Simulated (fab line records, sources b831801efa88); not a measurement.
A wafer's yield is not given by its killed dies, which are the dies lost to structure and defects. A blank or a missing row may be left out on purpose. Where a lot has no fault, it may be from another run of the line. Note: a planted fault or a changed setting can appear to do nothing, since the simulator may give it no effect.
A struck lot beside a sound one | flow gf180mcu | 17 out of 602 route steps
Sound: wafers L861.3, L861.4, L861.5. Struck: wafer L856.1 (left out: L856.2, a lot-mate that was not struck); the cause follows at the end.
For every step that has rows: the tool of each side, followed by ch and its chambers, followed by its first start. Under that, the readings that differ: sound wafers | struck wafers | difference of the means | sigmas: that difference in standard deviations of wafers without a fault.
alike: a reading whose means differ by less than 2 such deviations, as well as words and numbers matching on both sides. not compared: withheld readings; readings where some wafer has no value; bounds like >300 that might hide an equal value; numbers whose values overlap and for which the record gives no deviation.
A row with sigmas, a row that says differs or no value, or rows on one side alone: a step with any of these is where the two part. Non-overlapping numbers with no deviation appear without sigmas and do not part them. Lack of a reading on every wafer of one side parts them only where that side has two or more wafers.

first, 1 step without rows for these wafers: GF_STI_OXIDATION_01 (stabilise 600 s, purge 300 s, target thk 10 nm).
GF_STI_THK_MEAS_02:
  sound: film-metro-03 at day 4 15:04; struck: film-metro-02 at day 3 15:35
  reading                | sound          | struck | difference | sigmas
  STI_OXIDATION_THK (nm) | 9.89 9.95 9.97 | 9.52   | -0.42      | -2
then, 1 step without rows for these wafers: GF_STI_CVD_03 (deposits Si3N4 from DCS/NH3, target thk 207.16 nm, time 3551 s).
GF_STI_THK_MEAS_04:
  sound: film-metro-04 at day 4 17:07; struck: film-metro-04 at day 3 17:38
  alike: STI_CVD_03_THK
then, 7 steps without rows for these wafers: GF_STI_DEHYDRATE_05 (time 60 s); GF_STI_HMDS_06 (prime time 60 s); GF_STI_COAT_07 (resist thk 700 nm); GF_STI_SOFTBAKE_08 (time 60 s); GF_STI_EXPOSE_09 (exposes mask COMP, target cd 220 nm); GF_STI_PEB_10 (peb time 90 s); GF_STI_DEVELOP_11 (develop time 60 s).
GF_STI_CD_MEAS_12: the cd target is 220 nm.
  sound: cd-sem-02 at day 5 07:25; struck: cd-sem-01 at day 4 05:44
  reading    | sound             | struck | difference | sigmas
  cd-nm (nm) | 219.2 219.0 219.8 | 222.0  | +2.7       | +2
GF_STI_ETCH_13: etches the open film in CHF3/O2, stops on Si, target depth 282.31 nm, time 112.9 s.
  sound on rie-diel-03 ch 1,2, day 5 07:30; struck on rie-diel-02 ch 1, day 4 05:52
  reading                              | sound             | struck  | difference | sigmas
  oes-product-au (a.u.)                | 0.828 0.836 0.826 | 0.771   | -0.059     | -10
  over-etch-frac                       | 0.3 0.3 0.3       | 0.50967 | +0.20967   |
  throttle-valve-pct (%)               | 8.801 8.815 8.811 | 8.774   | -0.035     | -4
  model.KrF_of_STI_COAT_07.thk-nm (nm) | 439.7 428 440.2   | 389.2   | -46.8      |
  alike: drypump-motor-current-A
  not compared: rf-hours-counter-h
GF_STI_ETCH_14: etches Si in HBr/Cl2/O2, target depth 360 nm, time 102.9 s.
  sound on rie-si-02 ch 1,2,3, day 5 07:35; struck on rie-si-02 ch 1, day 4 05:56
  reading                              | sound           | struck | difference | sigmas
  model.KrF_of_STI_COAT_07.thk-nm (nm) | 317.8 309 322.3 | 270.5  | -45.9      |
  alike: HBr_flow_sccm, drypump-motor-current-A, he-backside-leak-sccm, mfc-cl2-sccm, oes-product-au, throttle-valve-pct
  not compared: rf-hours-counter-h
GF_STI_STRIP_15: strips in O2/N2.
  sound on plasma-asher-01 ch 0,1, day 5 07:41; struck on plasma-asher-02 ch 0, day 4 06:01
  reading                      | sound             | struck | difference                   | sigmas
  oes-product-au (a.u.)        | 0.388 0.386 0.392 | 0.364  | -0.025                       | -4
  rf-hours-counter-h (h)       | - - -             | 42     | no value on the sound wafers |
  strip-time-to-endpoint-s (s) | 3.71 3.62 3.75    | 3.21   | -0.48                        | -6
  alike: drypump-motor-current-A, heater-power-w
then, 1 step without rows for these wafers: GF_STI_CLEAN_16 (cleans in dHF, time 25 s).
-- the record jumps here: 28 days lie between the struck wafers' starts before and after (it left off in module STI and takes up again in module PASSIVATION, whose first step shown is number 602 of the route) --
GF_PASSIVATION_PROBE_99:
  record: rows for the struck wafers here (prober-02, day 32 02:13), none for the sound ones

WHERE THEY PART
Earliest at GF_STI_THK_MEAS_02; latest, in this record, at GF_PASSIVATION_PROBE_99.

WHY: what the simulator had put in
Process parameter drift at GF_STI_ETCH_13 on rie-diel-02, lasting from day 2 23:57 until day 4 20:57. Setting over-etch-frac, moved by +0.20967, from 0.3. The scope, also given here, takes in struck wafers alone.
